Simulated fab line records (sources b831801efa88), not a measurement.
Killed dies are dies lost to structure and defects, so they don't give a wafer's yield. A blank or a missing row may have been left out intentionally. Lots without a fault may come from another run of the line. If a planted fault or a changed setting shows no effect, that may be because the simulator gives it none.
Which tool was responsible? / flow sky130 / 42 wafers from 14 lots sampled at 2 of the route's 708 steps

WHAT EACH GAUGE READ, for each wafer
The record holds no reading of a measuring or inspecting step that can be judged against a usual standard deviation.

EACH LOT AND THE TOOL THAT RAN IT (in order: tool; ch and the chambers of the sampled wafers; start)
lot=L121; SKY_RES_PROTECT_STRIP_07=plasmaAsher-04 ch 1, day 15 12:28; SKY_PAD_OPEN_PROBE_99=-
lot=L124; SKY_RES_PROTECT_STRIP_07=plasmaAsher-01 ch 0,1, day 16 23:38; SKY_PAD_OPEN_PROBE_99=-
lot=L125; SKY_RES_PROTECT_STRIP_07=plasmaAsher-04 ch 0,1, day 16 23:38; SKY_PAD_OPEN_PROBE_99=-
lot=L126; SKY_RES_PROTECT_STRIP_07=plasmaAsher-03 ch 0,1, day 17 09:07; SKY_PAD_OPEN_PROBE_99=-
lot=L128; SKY_RES_PROTECT_STRIP_07=plasmaAsher-01 ch 0,1, day 17 22:14; SKY_PAD_OPEN_PROBE_99=-
lot=L129; SKY_RES_PROTECT_STRIP_07=plasmaAsher-03 ch 0,1, day 18 11:50; SKY_PAD_OPEN_PROBE_99=-
lot=L130; SKY_RES_PROTECT_STRIP_07=plasmaAsher-03 ch 0, day 19 00:10; SKY_PAD_OPEN_PROBE_99=-
lot=L131; SKY_RES_PROTECT_STRIP_07=plasmaAsher-03 ch 0,1, day 19 09:22; SKY_PAD_OPEN_PROBE_99=-
lot=L134; SKY_RES_PROTECT_STRIP_07=plasmaAsher-04 ch 0,1, day 20 04:38; SKY_PAD_OPEN_PROBE_99=-
lot=L133; SKY_RES_PROTECT_STRIP_07=plasmaAsher-03 ch 0,1, day 20 06:58; SKY_PAD_OPEN_PROBE_99=-
lot=L139; SKY_RES_PROTECT_STRIP_07=plasmaAsher-03 ch 0,1, day 21 22:27; SKY_PAD_OPEN_PROBE_99=-
lot=L142; SKY_RES_PROTECT_STRIP_07=plasmaAsher-04 ch 0,1, day 23 03:44; SKY_PAD_OPEN_PROBE_99=prober-01, day 51 05:51
lot=L141; SKY_RES_PROTECT_STRIP_07=plasmaAsher-04 ch 0,1, day 23 09:07; SKY_PAD_OPEN_PROBE_99=prober-02, day 51 08:40
lot=L144; SKY_RES_PROTECT_STRIP_07=plasmaAsher-01 ch 0,1, day 23 21:49; SKY_PAD_OPEN_PROBE_99=-
- SKY_RES_PROTECT_STRIP_07: strips in O2/N2.
- SKY_PAD_OPEN_PROBE_99

AS READ BY THE TOOLS THEMSELVES (means over the sampled wafers that have a number; for cases with no such wafer, the mark the record gives instead)
SKY_RES_PROTECT_STRIP_07.
lot=L121; tool=plasmaAsher-04; chamberPressureMTorr (mTorr)=1499.7; drypumpMotorCurrentA (A)=5.32; oesProductAu (a.u.)=0.519; stripTimeToEndpointS (s)=23.28
lot=L124; tool=plasmaAsher-01; chamberPressureMTorr (mTorr)=1500.5; drypumpMotorCurrentA (A)=5.91; oesProductAu (a.u.)=0.515; stripTimeToEndpointS (s)=23.32
lot=L125; tool=plasmaAsher-04; chamberPressureMTorr (mTorr)=1500.7; drypumpMotorCurrentA (A)=5.56; oesProductAu (a.u.)=0.517; stripTimeToEndpointS (s)=23.27
lot=L126; tool=plasmaAsher-03; chamberPressureMTorr (mTorr)=1499.4; drypumpMotorCurrentA (A)=5.61; oesProductAu (a.u.)=0.513; stripTimeToEndpointS (s)=23.27
lot=L128; tool=plasmaAsher-01; chamberPressureMTorr (mTorr)=1500.0; drypumpMotorCurrentA (A)=5.70; oesProductAu (a.u.)=0.512; stripTimeToEndpointS (s)=23.24
lot=L129; tool=plasmaAsher-03; chamberPressureMTorr (mTorr)=1499.5; drypumpMotorCurrentA (A)=5.62; oesProductAu (a.u.)=0.522; stripTimeToEndpointS (s)=23.35
lot=L130; tool=plasmaAsher-03; chamberPressureMTorr (mTorr)=1500.4; drypumpMotorCurrentA (A)=5.47; oesProductAu (a.u.)=0.515; stripTimeToEndpointS (s)=23.35
lot=L131; tool=plasmaAsher-03; chamberPressureMTorr (mTorr)=1501.6; drypumpMotorCurrentA (A)=5.78; oesProductAu (a.u.)=0.518; stripTimeToEndpointS (s)=23.28
lot=L134; tool=plasmaAsher-04; chamberPressureMTorr (mTorr)=1500.9; drypumpMotorCurrentA (A)=5.42; oesProductAu (a.u.)=0.520; stripTimeToEndpointS (s)=23.35
lot=L133; tool=plasmaAsher-03; chamberPressureMTorr (mTorr)=1500.0; drypumpMotorCurrentA (A)=5.78; oesProductAu (a.u.)=0.516; stripTimeToEndpointS (s)=23.27
lot=L139; tool=plasmaAsher-03; chamberPressureMTorr (mTorr)=1500.2; drypumpMotorCurrentA (A)=5.66; oesProductAu (a.u.)=0.522; stripTimeToEndpointS (s)=23.32
lot=L142; tool=plasmaAsher-04; chamberPressureMTorr (mTorr)=1500.1; drypumpMotorCurrentA (A)=5.41; oesProductAu (a.u.)=0.518; stripTimeToEndpointS (s)=23.28
lot=L141; tool=plasmaAsher-04; chamberPressureMTorr (mTorr)=1499.9; drypumpMotorCurrentA (A)=5.42; oesProductAu (a.u.)=0.519; stripTimeToEndpointS (s)=23.31
lot=L144; tool=plasmaAsher-01; chamberPressureMTorr (mTorr)=1500.6; drypumpMotorCurrentA (A)=5.91; oesProductAu (a.u.)=0.517; stripTimeToEndpointS (s)=23.29

SKY_PAD_OPEN_PROBE_99.
lot=L142 tool=prober-01 killed_at_M0_to_M3=38 killed_at_M4_up=2.0 killedAtContacts=23 killedAtFrontEnd=13 killedAtOther=11.0 killedDies=87 killedOpen=41 killedShort=35
lot=L141 tool=prober-02 killed_at_M0_to_M3=35 killed_at_M4_up=4.3 killedAtContacts=26 killedAtFrontEnd=15 killedAtOther=12.7 killedDies=93 killedOpen=45 killedShort=36

THE ANSWER, worked out from the rows above alone
Rule: usual is defined by the lots themselves. The widest of any qualifying gaps counts: lots, ordered by their means at a reading, are off when they make up no more than a third of the lots, leave a main group of 4 or more, and stand apart from it by 3 or more times the standard deviation of that group's means. The tables above print the reading to a certain number of digits; a main group whose means all agree to those digits is not used. Also off: a lot with no number at a reading for which 4 or more lots have one. The other lots that the step has rows for count as sound. First the gauges in route order, then the tools' own readings, where a lot's mean is used as printed above. The first step at which some lot is off is used, and at that step the reading that is off furthest; a lot without a number counts as furthest.
Across all readings shown, no lot is off: no conclusion can be drawn from this.

WHAT THE SIMULATOR HAD PUT IN
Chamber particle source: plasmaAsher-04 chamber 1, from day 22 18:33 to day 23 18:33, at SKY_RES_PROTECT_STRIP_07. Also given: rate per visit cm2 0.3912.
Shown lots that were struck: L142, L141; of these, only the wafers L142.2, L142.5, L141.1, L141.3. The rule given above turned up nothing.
